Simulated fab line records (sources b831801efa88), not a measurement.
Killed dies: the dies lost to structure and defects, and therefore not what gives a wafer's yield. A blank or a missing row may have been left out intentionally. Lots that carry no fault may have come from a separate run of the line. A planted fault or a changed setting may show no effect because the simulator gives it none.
fab line records	flow gf180mcu
record lots=24	wafers=72	last_day=34
route steps=602 shown M2@378 V2@403 V3@450 MIM@506 V5@556
lots that met no fault: taken from a fault-free run of the same line
start_h: start of the lot's first displayed wafer, in hours after the record's first day	wait_h: hours from the lot's prior step to this one	" same as the row above	L1.1+2: a row that stands for several wafers	- value missing, or start not given	* or withheld: withheld	< > ~ a bound
route shown NAME@n: a module of which the file shows steps, and the number in the route of the first	usual: mean and standard deviation over wafers with no fault	same: alike in all rows	chamber/n: place in a boat	sites: readings site by site	_std_site: their standard deviation	_edge_site: outer sites' mean less inner sites'	radius_mm: how far each site lies from the wafer's centre	mask NAME#n: copy n	behind: tool/chamber where the wafer was last shaped	hold: the reason the lot was held/the length of the hold in hours/how it ended	device: whichever transistor did not switch (one of n, p or np)	end of line: the tests these same wafers got at the end of their route	a step with no rows: only its recipe	killed: the dies lost at the first sort to structure and to defects; this is not the yield of the wafer	map: dies across one wafer; x = killed, . = not, _ = none there
set.NAME: the setting as run; set.NAME@STEP: as run at that earlier step	model.NAME: the simulator's own value behind a step, which no gauge read
steps of the route over a sample of lots; a table a step, a row a wafer
services: the hour from which a tool's chamber was out of use, counted from the record's first day as start_h (under 0 if before that day), plus the number of hours and why
## steps
# step GF_M2_METAL_ETCH_16
# recipe chemistry=Cl2/BCl3	mask_material=KrF	target_depth_nm=627.5	stop_on=SiO2	pressure_mtorr=8	icp_w=800	bias_w=140	Cl2_flow_sccm=80	bcl3_flow_sccm=40	time_s=104.6
# usual bias_w=140.1/0.42	drypump_motor_current_A=5.5/0.46	he_backside_leak_sccm=3.40/0.27	oes_product_au=0.968/0.0065	throttle_valve_pct=28.254/0.01
lot.wafer	tool	chamber	start_h	wait_h	bias_w	drypump_motor_current_A	he_backside_leak_sccm	oes_product_au	rf_hours_counter_h	throttle_valve_pct
L074.2	rie_metal-03	1	434.59	0.0	140.0	4.9	3.43	0.967	10	28.255
L074.4	"	1	"	"	139.8	4.9	3.30	0.962	-	28.267
L074.6	"	1	"	"	140.1	4.9	3.44	0.968	-	28.252
L075.1	rie_metal-04	1	442.66	0.0	140.0	6.2	3.41	0.980	9	28.239
L075.2	"	1	"	"	139.3	6.2	3.46	0.972	-	28.241
L075.5	"	1	"	"	139.8	6.2	3.45	0.975	-	28.268
L076.2	rie_metal-02	1	455.46	0.0	139.7	5.1	3.57	0.960	8	28.262
L076.5	"	0	"	"	140.0	5.5	3.14	0.959	-	28.266
L076.6	"	1	"	"	139.8	5.1	3.62	0.964	-	28.263
L077.2	rie_metal-02	1	465.21	0.0	140.1	5.1	3.30	0.970	8	28.259
L077.3	"	1	"	"	139.9	5.1	3.51	0.970	-	28.259
L077.6	"	0	"	"	140.0	5.5	3.28	0.979	-	28.246
L078.1	rie_metal-04	1	471.89	0.0	140.3	6.2	3.63	0.961	11	28.239
L078.2	"	1	"	"	140.4	6.2	3.76	0.968	-	28.257
L078.5	"	1	"	"	140.3	6.2	3.60	0.967	-	28.252
L079.2	rie_metal-03	0	482.84	0.0	140.1	5.7	3.41	0.962	9	28.246
L079.5	"	1	"	"	139.9	4.9	3.37	0.973	-	28.238
L079.6	"	0	"	"	140.5	5.7	3.38	0.959	-	28.266
L080.1	rie_metal-04	1	492.90	0.0	140.2	6.2	3.77	0.974	11	28.268
L080.2	"	0	"	"	139.9	5.5	3.20	0.979	0	28.258
L080.6	"	1	"	"	139.7	6.2	3.53	0.973	-	28.246
L081.1	rie_metal-03	0	503.85	0.0	140.0	5.7	3.38	0.965	10	28.249
L081.4	"	1	"	"	140.1	4.8	3.19	0.971	-	28.240
L081.6	"	1	"	"	140.1	4.9	3.36	0.969	-	28.263
L082.3	rie_metal-04	0	514.32	0.1	139.9	5.5	3.53	0.965	-	28.258
L082.4	"	0	"	"	139.7	5.5	3.36	0.965	-	28.255
L082.5	"	0	"	"	139.5	5.5	3.45	0.967	-	28.263
L083.1	rie_metal-03	0	521.41	0.0	140.2	5.6	3.34	0.965	10	28.245
L083.2	"	1	"	"	139.6	4.9	3.27	0.978	1	28.242
L083.5	"	1	"	"	140.0	4.9	3.25	0.962	-	28.255
L084.1	rie_metal-03	0	528.54	0.0	139.4	5.7	3.44	0.958	10	28.279
L084.3	"	1	"	"	140.2	4.9	3.17	0.964	-	28.249
L084.4	"	0	"	"	140.3	5.7	3.31	0.970	-	28.256
L085.3	rie_metal-03	1	533.79	0.1	139.7	4.9	3.30	0.959	-	28.274
L085.5	"	1	"	"	139.9	5.0	3.24	0.964	-	28.250
L085.6	"	0	"	"	140.1	5.7	3.49	0.966	-	28.260
L086.1	rie_metal-02	1	542.66	0.0	140.4	5.1	3.32	0.962	11	28.264
L086.3	"	0	"	"	139.6	5.5	3.14	0.973	-	28.253
L086.4	"	1	"	"	140.1	5.1	3.51	0.971	-	28.241
L087.3	rie_metal-04	1	553.03	0.1	140.6	6.2	3.78	0.960	-	28.247
L087.4	"	0	"	"	139.8	5.6	3.30	0.970	-	28.258
L087.5	"	0	"	"	139.6	5.5	3.24	0.971	-	28.255
L088.2	rie_metal-02	0	562.51	0.0	139.9	5.5	3.26	0.975	0	28.264
L088.4	"	1	"	"	140.4	5.1	3.53	0.964	-	28.257
L088.6	"	0	"	"	139.7	5.5	3.23	0.975	-	28.245
L089.1	rie_metal-02	0	571.61	0.0	139.8	5.5	3.16	0.980	1	28.244
L089.2	"	1	"	"	140.6	5.1	3.34	0.967	12	28.237
L089.3	"	0	"	"	140.4	5.5	3.17	0.962	-	28.262
L090.2	rie_metal-04	1	574.66	0.0	140.2	6.2	3.21	0.961	1	28.246
L090.4	"	1	"	"	139.7	6.2	3.42	0.962	-	28.250
L090.5	"	0	"	"	140.5	5.5	3.49	0.969	-	28.237
L091.1	rie_metal-04	1	584.16	0.0	140.7	6.2	3.78	0.963	1	28.259
L091.3	"	1	"	"	140.5	6.2	3.82	0.978	-	28.248
L091.5	"	1	"	"	141.4	6.2	3.47	0.962	-	28.255
L092.1	rie_metal-04	1	591.40	0.0	140.4	6.2	3.54	0.968	2	28.258
L092.2	"	1	"	"	139.5	6.2	3.40	0.970	-	28.267
L092.5	"	1	"	"	140.8	6.2	3.31	0.964	-	28.263
L093.1	rie_metal-03	0	595.75	0.0	140.9	5.7	3.28	0.980	0	28.249
L093.4	"	0	"	"	140.4	5.7	3.46	0.979	-	28.253
L093.5	"	1	"	"	139.7	4.9	3.25	0.973	-	28.242
L094.1	rie_metal-03	1	605.10	0.0	140.0	4.9	3.39	0.970	4	28.268
L094.2	"	0	"	"	140.5	5.7	3.19	0.976	0	28.248
L094.3	"	0	"	"	140.3	5.7	3.43	0.967	-	28.245
L095.1	rie_metal-03	1	612.36	0.0	140.3	4.9	3.02	0.965	4	28.246
L095.3	"	0	"	"	140.4	5.6	3.63	0.979	-	28.250
L095.6	"	1	"	"	139.7	4.9	3.19	0.961	-	28.256
L096.3	rie_metal-02	1	617.19	0.1	139.5	5.1	3.60	0.957	-	28.265
L096.4	"	0	"	"	139.8	5.5	3.12	0.964	-	28.267
L096.5	"	0	"	"	140.4	5.5	3.10	0.956	-	28.278
L097.1	rie_metal-04	0	629.14	0.0	140.4	5.5	3.22	0.965	3	28.263
L097.2	"	1	"	"	139.7	6.2	3.88	0.963	4	28.259
L097.4	"	1	"	"	140.0	6.2	3.58	0.966	-	28.252
# step GF_V2_SPUTTER_21
# recipe material=Ti	target_thk_nm=15	chamber_pressure_pa=5	power_w=2500	substrate_temp_c=200	time_s=80.02
# usual throttle_valve_pct=29.7/1.1
lot.wafer	tool	chamber	start_h	wait_h	throttle_valve_pct
L074.2	pvd_sputter-01	-	461.40	0.0	30.2
L074.4	"	-	"	"	28.2
L074.6	"	-	"	"	29.4
L075.1	pvd_sputter-01	-	468.92	0.0	30.6
L075.2	"	-	"	"	29.7
L075.5	"	-	"	"	28.0
L076.2	pvd_sputter-04	-	481.62	0.0	28.3
L076.5	"	-	"	"	28.5
L076.6	"	-	"	"	30.7
L077.2	pvd_sputter-04	-	490.83	0.0	29.9
L077.3	"	-	"	"	31.8
L077.6	"	-	"	"	31.6
L078.1	pvd_sputter-01	-	498.72	0.0	28.0
L078.2	"	-	"	"	29.5
L078.5	"	-	"	"	30.1
L079.2	pvd_sputter-04	-	509.16	0.0	31.6
L079.5	"	-	"	"	30.4
L079.6	"	-	"	"	28.7
L080.1	pvd_sputter-01	-	518.37	0.0	30.6
L080.2	"	-	"	"	30.0
L080.6	"	-	"	"	29.9
L081.1	pvd_sputter-01	-	528.97	0.0	30.7
L081.4	"	-	"	"	30.2
L081.6	"	-	"	"	29.5
L082.3	pvd_sputter-04	-	539.82	0.0	31.4
L082.4	"	-	"	"	30.5
L082.5	"	-	"	"	30.4
L083.1	pvd_sputter-02	-	546.46	0.0	28.2
L083.2	"	-	"	"	28.4
L083.5	"	-	"	"	30.7
L084.1	pvd_sputter-01	-	553.30	0.0	28.1
L084.3	"	-	"	"	30.6
L084.4	"	-	"	"	29.7
L085.3	pvd_sputter-02	-	557.91	0.0	28.4
L085.5	"	-	"	"	29.3
L085.6	"	-	"	"	30.6
L086.1	pvd_sputter-01	-	567.01	0.0	30.5
L086.3	"	-	"	"	28.2
L086.4	"	-	"	"	30.1
L087.3	pvd_sputter-02	-	577.40	0.0	28.4
L087.4	"	-	"	"	28.4
L087.5	"	-	"	"	29.6
L088.2	pvd_sputter-04	-	586.28	0.0	31.4
L088.4	"	-	"	"	30.2
L088.6	"	-	"	"	31.8
L089.1	pvd_sputter-01	-	594.74	0.0	28.1
L089.2	"	-	"	"	29.4
L089.3	"	-	"	"	30.9
L090.2	pvd_sputter-04	-	597.82	0.0	30.3
L090.4	"	-	"	"	28.2
L090.5	"	-	"	"	28.3
L091.1	pvd_sputter-02	-	607.75	0.0	28.4
L091.3	"	-	"	"	28.3
L091.5	"	-	"	"	28.5
L092.1	pvd_sputter-04	-	614.61	0.0	30.1
L092.2	"	-	"	"	28.3
L092.5	"	-	"	"	28.5
L093.1	pvd_sputter-04	-	618.83	0.0	28.4
L093.4	"	-	"	"	32.0
L093.5	"	-	"	"	30.6
L094.1	pvd_sputter-01	-	627.65	0.0	30.0
L094.2	"	-	"	"	30.8
L094.3	"	-	"	"	28.4
L095.1	pvd_sputter-04	-	634.92	0.0	30.0
L095.3	"	-	"	"	31.6
L095.6	"	-	"	"	28.6
L096.3	pvd_sputter-04	-	639.60	0.0	31.4
L096.4	"	-	"	"	30.6
L096.5	"	-	"	"	31.5
L097.1	pvd_sputter-02	-	650.62	0.0	30.5
L097.2	"	-	"	"	28.2
L097.4	"	-	"	"	29.4
# step GF_V3_SPUTTER_21
# recipe material=Ti	target_thk_nm=15	chamber_pressure_pa=5	power_w=2500	substrate_temp_c=200	time_s=80.02
# usual throttle_valve_pct=30.0/0.94
lot.wafer	tool	chamber	start_h	wait_h	throttle_valve_pct
L074.2	pvd_sputter-03	-	511.47	0.0	31.4
L074.4	"	-	"	"	30.4
L074.6	"	-	"	"	29.8
L075.1	pvd_sputter-03	-	519.22	0.0	30.7
L075.2	"	-	"	"	29.5
L075.5	"	-	"	"	30.6
L076.2	pvd_sputter-01	-	530.57	0.0	30.7
L076.5	"	-	"	"	28.0
L076.6	"	-	"	"	30.0
L077.2	pvd_sputter-03	-	540.37	0.0	29.8
L077.3	"	-	"	"	30.8
L077.6	"	-	"	"	30.5
L078.1	pvd_sputter-01	-	547.61	0.0	29.7
L078.2	"	-	"	"	28.2
L078.5	"	-	"	"	29.5
L079.2	pvd_sputter-04	-	557.18	0.0	30.5
L079.5	"	-	"	"	31.9
L079.6	"	-	"	"	30.3
L080.1	pvd_sputter-01	-	565.77	0.0	28.3
L080.2	"	-	"	"	30.7
L080.6	"	-	"	"	30.3
L081.1	pvd_sputter-01	-	576.02	0.0	29.6
L081.4	"	-	"	"	29.9
L081.6	"	-	"	"	30.8
L082.3	pvd_sputter-01	-	586.52	0.0	28.2
L082.4	"	-	"	"	29.7
L082.5	"	-	"	"	30.7
L083.1	pvd_sputter-04	-	593.02	0.0	30.1
L083.2	"	-	"	"	28.0
L083.5	"	-	"	"	30.5
L084.1	pvd_sputter-01	-	599.15	0.0	29.8
L084.3	"	-	"	"	29.4
L084.4	"	-	"	"	28.0
L085.3	pvd_sputter-04	-	604.22	0.0	31.5
L085.5	"	-	"	"	30.6
L085.6	"	-	"	"	28.4
L086.1	pvd_sputter-04	-	612.27	0.0	31.5
L086.3	"	-	"	"	28.5
L086.4	"	-	"	"	30.6
L087.3	pvd_sputter-01	-	622.52	0.0	28.4
L087.4	"	-	"	"	29.6
L087.5	"	-	"	"	30.7
L088.2	pvd_sputter-03	-	630.07	0.0	31.2
L088.4	"	-	"	"	29.9
L088.6	"	-	"	"	29.4
L089.1	pvd_sputter-03	-	638.62	0.0	29.5
L089.2	"	-	"	"	29.9
L089.3	"	-	"	"	30.8
L090.2	pvd_sputter-04	-	641.72	0.0	31.7
L090.4	"	-	"	"	28.2
L090.5	"	-	"	"	30.5
L091.1	pvd_sputter-04	-	650.22	0.0	28.5
L091.3	"	-	"	"	31.9
L091.5	"	-	"	"	31.7
L092.1	pvd_sputter-03	-	657.22	0.0	29.4
L092.2	"	-	"	"	30.5
L092.5	"	-	"	"	30.0
L093.1	pvd_sputter-04	-	660.82	0.0	28.6
L093.4	"	-	"	"	31.5
L093.5	"	-	"	"	28.6
L094.1	pvd_sputter-03	-	669.42	0.0	31.3
L094.2	"	-	"	"	29.8
L094.3	"	-	"	"	29.9
L095.1	pvd_sputter-03	-	676.42	0.0	30.8
L095.3	"	-	"	"	29.9
L095.6	"	-	"	"	30.8
L096.3	pvd_sputter-03	-	680.31	0.0	31.3
L096.4	"	-	"	"	29.9
L096.5	"	-	"	"	30.4
L097.1	pvd_sputter-01	-	691.19	0.0	30.0
L097.2	"	-	"	"	28.3
L097.4	"	-	"	"	30.3
# step GF_MIM_SPUTTER_03
# recipe material=Ti	target_thk_nm=10	substrate_temp_c=300	chamber_pressure_pa=0.3	power_w=3000	time_s=6.7
# usual throttle_valve_pct=30.0/1
lot.wafer	tool	chamber	start_h	wait_h	throttle_valve_pct
L074.2	pvd_sputter-02	-	559.02	0.0	30.6
L074.4	"	-	"	"	28.3
L074.6	"	-	"	"	30.3
L075.1	pvd_sputter-03	-	568.58	0.0	30.6
L075.2	"	-	"	"	29.7
L075.5	"	-	"	"	30.6
L076.2	pvd_sputter-03	-	578.18	0.0	30.0
L076.5	"	-	"	"	30.6
L076.6	"	-	"	"	31.2
L077.2	pvd_sputter-04	-	587.63	0.0	31.6
L077.3	"	-	"	"	29.9
L077.6	"	-	"	"	31.6
L078.1	pvd_sputter-03	-	594.92	0.0	31.3
L078.2	"	-	"	"	30.1
L078.5	"	-	"	"	29.9
L079.2	pvd_sputter-03	-	604.12	0.0	30.0
L079.5	"	-	"	"	30.8
L079.6	"	-	"	"	29.8
L080.1	pvd_sputter-04	-	611.93	0.0	31.4
L080.2	"	-	"	"	29.9
L080.6	"	-	"	"	29.8
L081.1	pvd_sputter-03	-	621.14	0.0	29.8
L081.4	"	-	"	"	31.4
L081.6	"	-	"	"	30.7
L082.3	pvd_sputter-04	-	631.52	0.0	31.7
L082.4	"	-	"	"	30.4
L082.5	"	-	"	"	30.2
L083.1	pvd_sputter-04	-	638.06	0.0	29.9
L083.2	"	-	"	"	31.7
L083.5	"	-	"	"	30.6
L084.1	pvd_sputter-03	-	643.26	0.0	30.8
L084.3	"	-	"	"	31.3
L084.4	"	-	"	"	29.4
L085.3	pvd_sputter-03	-	648.34	0.0	30.0
L085.5	"	-	"	"	30.8
L085.6	"	-	"	"	31.2
L086.1	pvd_sputter-04	-	656.78	0.0	30.4
L086.3	"	-	"	"	31.6
L086.4	"	-	"	"	29.6
L087.3	pvd_sputter-04	-	666.03	0.0	29.8
L087.4	"	-	"	"	31.8
L087.5	"	-	"	"	31.6
L088.2	pvd_sputter-03	-	673.22	0.0	29.9
L088.4	"	-	"	"	31.7
L088.6	"	-	"	"	31.3
L089.1	pvd_sputter-02	-	680.82	0.0	29.5
L089.2	"	-	"	"	28.3
L089.3	"	-	"	"	28.4
L090.2	pvd_sputter-04	-	684.53	0.0	30.7
L090.4	"	-	"	"	31.5
L090.5	"	-	"	"	28.6
L091.1	pvd_sputter-03	-	693.84	0.0	29.6
L091.3	"	-	"	"	30.2
L091.5	"	-	"	"	29.6
L093.1	pvd_sputter-02	-	702.17	0.0	30.5
L093.4	"	-	"	"	28.3
L093.5	"	-	"	"	29.3
L092.1	pvd_sputter-02	-	703.81	0.0	28.1
L092.2	"	-	"	"	29.5
L092.5	"	-	"	"	30.8
L094.1	pvd_sputter-02	-	709.88	0.0	31.0
L094.2	"	-	"	"	28.3
L094.3	"	-	"	"	28.1
L095.1	pvd_sputter-04	-	716.91	0.0	28.8
L095.3	"	-	"	"	31.5
L095.6	"	-	"	"	28.3
L096.3	pvd_sputter-03	-	721.26	0.0	29.8
L096.4	"	-	"	"	29.9
L096.5	"	-	"	"	30.4
L097.1	pvd_sputter-04	-	731.66	0.0	30.1
L097.2	"	-	"	"	28.3
L097.4	"	-	"	"	31.7
# step GF_V5_ETCH_16
# recipe chemistry=N2/H2	target_depth_a=withheld	overetch_a=withheld	time_s=withheld	target=BARC	ion_energy_ev=200	source_w=500	bias_w=100	pressure_mtorr=30	n2_flow_sccm=100	h2_flow_sccm=200
# usual bias_w=100.0/0.32	drypump_motor_current_A=5.35/0.29	oes_product_au=0.856/0.0045	throttle_valve_pct=13.225/0.01
lot.wafer	tool	chamber	start_h	wait_h	bias_w	drypump_motor_current_A	oes_product_au	throttle_valve_pct
L074.2	rie_diel-01	1	625.26	0.0	99.9	5.49	0.855	13.231
L074.4	"	1	"	"	100.0	5.48	0.854	13.243
L074.6	"	2	"	"	100.1	5.22	0.866	13.216
L075.1	rie_diel-02	2	633.90	0.0	100.7	4.95	0.853	13.220
L075.2	"	3	"	"	100.2	5.36	0.858	13.222
L075.5	"	2	"	"	100.6	4.93	0.863	13.218
L076.2	rie_diel-04	3	642.56	0.0	99.6	5.37	0.852	13.201
L076.5	"	1	"	"	100.3	5.56	0.858	13.224
L076.6	"	0	"	"	99.2	4.90	0.855	13.212
L077.2	rie_diel-02	2	649.66	0.0	100.5	4.95	0.855	13.229
L077.3	"	0	"	"	99.1	5.46	0.860	13.228
L077.6	"	1	"	"	100.6	5.93	0.859	13.221
L078.1	rie_diel-02	1	657.40	0.0	100.2	5.95	0.858	13.204
L078.2	"	2	"	"	99.4	4.95	0.862	13.228
L078.5	"	1	"	"	100.1	5.97	0.853	13.232
L079.2	rie_diel-02	2	666.30	0.0	99.7	4.98	0.859	13.230
L079.5	"	3	"	"	99.7	5.33	0.854	13.225
L079.6	"	2	"	"	99.7	4.94	0.855	13.230
L080.1	rie_diel-02	2	673.24	0.0	100.1	4.99	0.861	13.215
L080.2	"	3	"	"	99.7	5.33	0.859	13.222
L080.6	"	2	"	"	100.3	4.95	0.850	13.216
L081.1	rie_diel-02	3	682.42	0.0	100.1	5.35	0.862	13.231
L081.4	"	0	"	"	100.3	5.43	0.857	13.217
L081.6	"	2	"	"	100.1	4.97	0.859	13.209
L082.3	rie_diel-02	2	691.93	0.0	99.8	4.97	0.857	13.238
L082.4	"	2	"	"	99.6	4.95	0.852	13.244
L082.5	"	3	"	"	100.3	5.34	0.853	13.228
L083.1	rie_diel-01	0	696.96	0.0	99.9	5.25	0.850	13.213
L083.2	"	2	"	"	99.4	5.21	0.855	13.221
L083.5	"	1	"	"	100.2	5.50	0.856	13.219
L084.1	rie_diel-02	2	701.66	0.0	100.6	4.94	0.845	13.216
L084.3	"	0	"	"	100.0	5.46	0.849	13.233
L084.4	"	1	"	"	100.3	5.94	0.855	13.238
L085.3	rie_diel-02	1	706.19	0.0	99.8	5.98	0.859	13.209
L085.5	"	0	"	"	100.0	5.48	0.854	13.217
L085.6	"	3	"	"	99.8	5.33	0.849	13.239
L086.1	rie_diel-01	0	714.05	0.0	100.2	5.27	0.854	13.226
L086.3	"	3	"	"	99.8	5.19	0.856	13.223
L086.4	"	0	"	"	99.7	5.26	0.860	13.218
L087.3	rie_diel-02	0	721.79	0.0	99.5	5.45	0.857	13.230
L087.4	"	1	"	"	99.6	5.96	0.857	13.224
L087.5	"	1	"	"	99.9	5.97	0.848	13.219
L088.2	rie_diel-04	1	729.44	0.0	100.1	5.56	0.847	13.246
L088.4	"	3	"	"	100.3	5.38	0.851	13.219
L088.6	"	3	"	"	100.6	5.38	0.854	13.233
L089.1	rie_diel-04	0	736.21	0.0	100.4	4.89	0.858	13.216
L089.2	"	2	"	"	100.0	5.45	0.855	13.225
L089.3	"	3	"	"	99.9	5.39	0.857	13.233
L090.2	rie_diel-02	3	742.50	0.0	100.2	5.33	0.844	13.236
L090.4	"	2	"	"	100.4	4.94	0.853	13.225
L090.5	"	0	"	"	99.8	5.44	0.853	13.231
L091.1	rie_diel-04	1	747.99	0.0	100.1	5.59	0.850	13.204
L091.3	"	3	"	"	100.1	5.37	0.863	13.242
L091.5	"	1	"	"	99.6	5.57	0.857	13.227
L093.1	rie_diel-02	1	756.64	0.0	100.2	5.94	0.854	13.235
L093.4	"	0	"	"	100.0	5.47	0.854	13.230
L093.5	"	3	"	"	99.8	5.34	0.858	13.212
L092.1	rie_diel-04	3	757.40	0.0	99.9	5.37	0.853	13.225
L092.2	"	2	"	"	99.9	5.45	0.858	13.208
L092.5	"	2	"	"	100.4	5.44	0.856	13.244
L094.1	rie_diel-01	3	763.66	0.0	100.3	5.19	0.852	13.222
L094.2	"	1	"	"	100.2	5.49	0.855	13.222
L094.3	"	2	"	"	100.7	5.22	0.856	13.218
L095.1	rie_diel-02	3	769.44	0.0	99.6	5.35	0.851	13.235
L095.3	"	2	"	"	100.3	4.96	0.856	13.223
L095.6	"	2	"	"	99.7	5.00	0.861	13.233
L096.3	rie_diel-04	2	772.76	0.0	99.9	5.46	0.856	13.226
L096.4	"	3	"	"	100.0	5.38	0.866	13.229
L096.5	"	3	"	"	100.1	5.40	0.855	13.237
L097.1	rie_diel-04	0	782.65	0.0	100.4	4.88	0.858	13.230
L097.2	"	1	"	"	100.4	5.57	0.853	13.214
L097.4	"	2	"	"	99.7	5.44	0.853	13.219
# step GF_V5_SPUTTER_21
# recipe material=Ti	target_thk_nm=15	chamber_pressure_pa=5	power_w=2500	substrate_temp_c=200	time_s=80.02
# usual throttle_valve_pct=30.1/1
lot.wafer	tool	chamber	start_h	wait_h	throttle_valve_pct
L074.2	pvd_sputter-03	-	625.95	0.0	31.0
L074.4	"	-	"	"	30.0
L074.6	"	-	"	"	30.4
L075.1	pvd_sputter-03	-	634.71	0.0	29.9
L075.2	"	-	"	"	29.7
L075.5	"	-	"	"	30.5
L076.2	pvd_sputter-04	-	643.24	0.0	28.4
L076.5	"	-	"	"	28.3
L076.6	"	-	"	"	30.1
L077.2	pvd_sputter-03	-	650.34	0.0	29.7
L077.3	"	-	"	"	29.9
L077.6	"	-	"	"	29.8
L078.1	pvd_sputter-04	-	658.09	0.0	31.6
L078.2	"	-	"	"	30.2
L078.5	"	-	"	"	30.3
L079.2	pvd_sputter-01	-	666.99	0.0	29.7
L079.5	"	-	"	"	30.7
L079.6	"	-	"	"	29.6
L080.1	pvd_sputter-01	-	674.44	0.0	29.4
L080.2	"	-	"	"	30.8
L080.6	"	-	"	"	28.2
L081.1	pvd_sputter-04	-	683.12	0.0	30.2
L081.4	"	-	"	"	31.7
L081.6	"	-	"	"	30.7
L082.3	pvd_sputter-03	-	692.62	0.0	30.0
L082.4	"	-	"	"	30.0
L082.5	"	-	"	"	29.5
L083.1	pvd_sputter-03	-	697.75	0.0	30.0
L083.2	"	-	"	"	29.6
L083.5	"	-	"	"	29.5
L084.1	pvd_sputter-03	-	702.48	0.0	30.0
L084.3	"	-	"	"	30.4
L084.4	"	-	"	"	29.6
L085.3	pvd_sputter-01	-	706.94	0.0	28.1
L085.5	"	-	"	"	29.6
L085.6	"	-	"	"	28.4
L086.1	pvd_sputter-04	-	714.75	0.0	31.3
L086.3	"	-	"	"	28.4
L086.4	"	-	"	"	29.9
L087.3	pvd_sputter-01	-	722.48	0.0	30.3
L087.4	"	-	"	"	29.5
L087.5	"	-	"	"	28.2
L088.2	pvd_sputter-03	-	730.13	0.0	30.7
L088.4	"	-	"	"	31.2
L088.6	"	-	"	"	31.6
L089.1	pvd_sputter-03	-	736.89	0.0	31.1
L089.2	"	-	"	"	30.2
L089.3	"	-	"	"	29.6
L090.2	pvd_sputter-04	-	743.19	0.0	31.5
L090.4	"	-	"	"	28.3
L090.5	"	-	"	"	31.6
L091.1	pvd_sputter-04	-	748.68	0.0	28.4
L091.3	"	-	"	"	30.1
L091.5	"	-	"	"	28.4
L093.1	pvd_sputter-04	-	757.33	0.0	30.5
L093.4	"	-	"	"	31.5
L093.5	"	-	"	"	28.5
L092.1	pvd_sputter-03	-	758.09	0.0	30.4
L092.2	"	-	"	"	29.8
L092.5	"	-	"	"	31.3
L094.1	pvd_sputter-04	-	764.34	0.0	30.3
L094.2	"	-	"	"	30.1
L094.3	"	-	"	"	31.6
L095.1	pvd_sputter-04	-	770.16	0.0	31.3
L095.3	"	-	"	"	30.8
L095.6	"	-	"	"	29.9
L096.3	pvd_sputter-04	-	773.53	0.0	30.2
L096.4	"	-	"	"	31.7
L096.5	"	-	"	"	30.2
L097.1	pvd_sputter-04	-	783.35	0.0	30.3
L097.2	"	-	"	"	30.1
L097.4	"	-	"	"	28.3
## services
tool	chamber	start_h	hours	kind
rie_diel-04	1	434.49	13.8	repair
rie_metal-04	0	435.17	18.8	repair
rie_diel-02	1	437.98	4.0	repair
rie_diel-04	-	454.65	0.8	repair
rie_diel-02	-	465.20	0.3	repair
pvd_sputter-03	-	474.38	5.7	repair
pvd_sputter-01	-	494.22	2.5	repair
rie_diel-02	1	514.09	4.0	repair
rie_diel-02	-	522.15	2.8	pm
rie_diel-02	1	525.28	7.0	repair
rie_diel-02	3	530.84	2.8	repair
pvd_sputter-02	-	546.71	1.0	repair
pvd_sputter-04	-	548.40	0.5	repair
rie_metal-03	1	556.39	1.1	repair
rie_diel-02	3	571.98	1.5	repair
rie_metal-04	1	578.66	4.7	repair
rie_metal-04	0	579.55	28.3	repair
rie_metal-03	-	587.79	0.9	repair
pvd_sputter-02	-	595.48	3.9	repair
rie_diel-02	2	599.29	1.9	repair
pvd_sputter-01	-	625.71	1.8	repair
rie_metal-04	1	695.66	21.2	repair
pvd_sputter-02	-	736.31	9.7	repair
pvd_sputter-01	-	767.93	2.0	repair
## key
fault none
